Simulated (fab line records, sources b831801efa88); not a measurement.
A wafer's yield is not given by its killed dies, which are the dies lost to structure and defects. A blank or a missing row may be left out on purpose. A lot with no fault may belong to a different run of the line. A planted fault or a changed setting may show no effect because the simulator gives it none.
Check of tool commonality | flow sky130 | 33 wafers sampled across 11 lots

WHY THIS WAS OPENED
Of 11 lots, 2 have the reading SPACER_CVD_00_THK flagged at SKY_SPACER_THK_MEAS_01. Wafers without a fault read 43.1 nm, standard deviation 0.42.
Rule: a lot gets a flag if all its wafers with a number sit over 4 standard deviations from that mean, or if no wafer of it has a number. All remaining lots are regarded as sound.

lot  | measured     | on            | SPACER_CVD_00_THK (nm), wafer by wafer | flag
L398 | day 22 17:42 | film metro-01 | 43.4 43.4 43.7                         |
L399 | day 23 04:46 | film metro-02 | 42.1 42.8 42.5                         |
L400 | day 23 18:28 | film metro-04 | 37.3 37.5 37.4                         | FLAGGED
L402 | day 24 13:04 | film metro-04 | 38.4 38.1 38.1                         | FLAGGED
L412 | day 28 02:56 | film metro-04 | 43.4 43.0 43.2                         |
L414 | day 28 12:29 | film metro-01 | 43.5 43.4 43.7                         |
L415 | day 29 04:49 | film metro-01 | 43.1 43.3 43.3                         |
L416 | day 30 01:41 | film metro-04 | 43.2 43.3 42.9                         |
L417 | day 30 04:13 | film metro-02 | 43.0 43.1 43.0                         |
L419 | day 30 12:28 | film metro-04 | 42.7 42.7 43.1                         |
L420 | day 30 19:46 | film metro-04 | 43.5 43.1 43.2                         |
The mean of the flagged lots' numbers is 37.8 nm, -5.3 nm from the usual (-13 standard deviations).

EACH LOT AND THE TOOL IT RAN ON
The record keeps 1 process step preceding the reading, out of 708 steps on the route. Cell contents, in order: the tool; ch with the chambers the sampled wafers went through; the start.
lot  | flag    | SKY_SPACER_CVD_00
L398 |         | lpcvd-02 ch 0, day 22 15:53
L399 |         | lpcvd-02 ch 1, day 23 02:57
L400 | FLAGGED | lpcvd-02 ch 1, day 23 16:40
L402 | FLAGGED | lpcvd-02 ch 1, day 24 11:14
L412 |         | lpcvd-02 ch 1, day 28 01:44
L414 |         | lpcvd-02 ch 0, day 28 11:16
L415 |         | lpcvd-02 ch 1, day 29 03:37
L416 |         | lpcvd-02 ch 1, day 30 00:27
L417 |         | lpcvd-02 ch 0, day 30 03:01
L419 |         | lpcvd-02 ch 1, day 30 10:39
L420 |         | lpcvd-02 ch 0, day 30 18:33
What is done by these steps:
- SKY_SPACER_CVD_00: deposits Si3N4 from DCS/NH3, target thk 43.1 nm, time 740 s.
- SKY_SPACER_THK_MEAS_01

FLAGGED OVER TOTAL, TOOL BY TOOL (the gauges that took the reading come last)
step                   | tool          | lots run | flagged | share of the flagged lots | sound lots run after its first flagged lot
SKY_SPACER_CVD_00      | lpcvd-02      | 11       | 2       | all                       | 7 (L412,L414,L415,L416,L417,L419,L420)
SKY_SPACER_THK_MEAS_01 | film metro-01 | 3        | 0       | none                      | -
SKY_SPACER_THK_MEAS_01 | film metro-02 | 2        | 0       | none                      | -
SKY_SPACER_THK_MEAS_01 | film metro-04 | 6        | 2       | all                       | 4 (L412,L416,L419,L420)

THE TABLE: WHAT IT ALLOWS
Rows of the table that ran all the flagged lots, 2 in number: lpcvd-02 at SKY_SPACER_CVD_00; film metro-04 at SKY_SPACER_THK_MEAS_01.
- lpcvd-02 at SKY_SPACER_CVD_00 ran 11 lots, 2 of them flagged. Sound lots followed the first flagged one (L412, L414, L415, L416, L417, L419, L420) on it, something a lasting fault affecting the whole tool could not allow. Its own readings lie more than 4 standard deviations out on every wafer of the flagged lots: spike tc lower C, spike tc upper C.
- film metro-04 at SKY_SPACER_THK_MEAS_01 ran 6 lots, 2 of them flagged. Sound lots followed the first flagged one (L412, L416, L419, L420) on it, something a lasting fault affecting the whole tool could not allow.
No row of the table ran every flagged lot and no sound lot after the first.

WHAT WAS PUT IN BY THE SIMULATOR
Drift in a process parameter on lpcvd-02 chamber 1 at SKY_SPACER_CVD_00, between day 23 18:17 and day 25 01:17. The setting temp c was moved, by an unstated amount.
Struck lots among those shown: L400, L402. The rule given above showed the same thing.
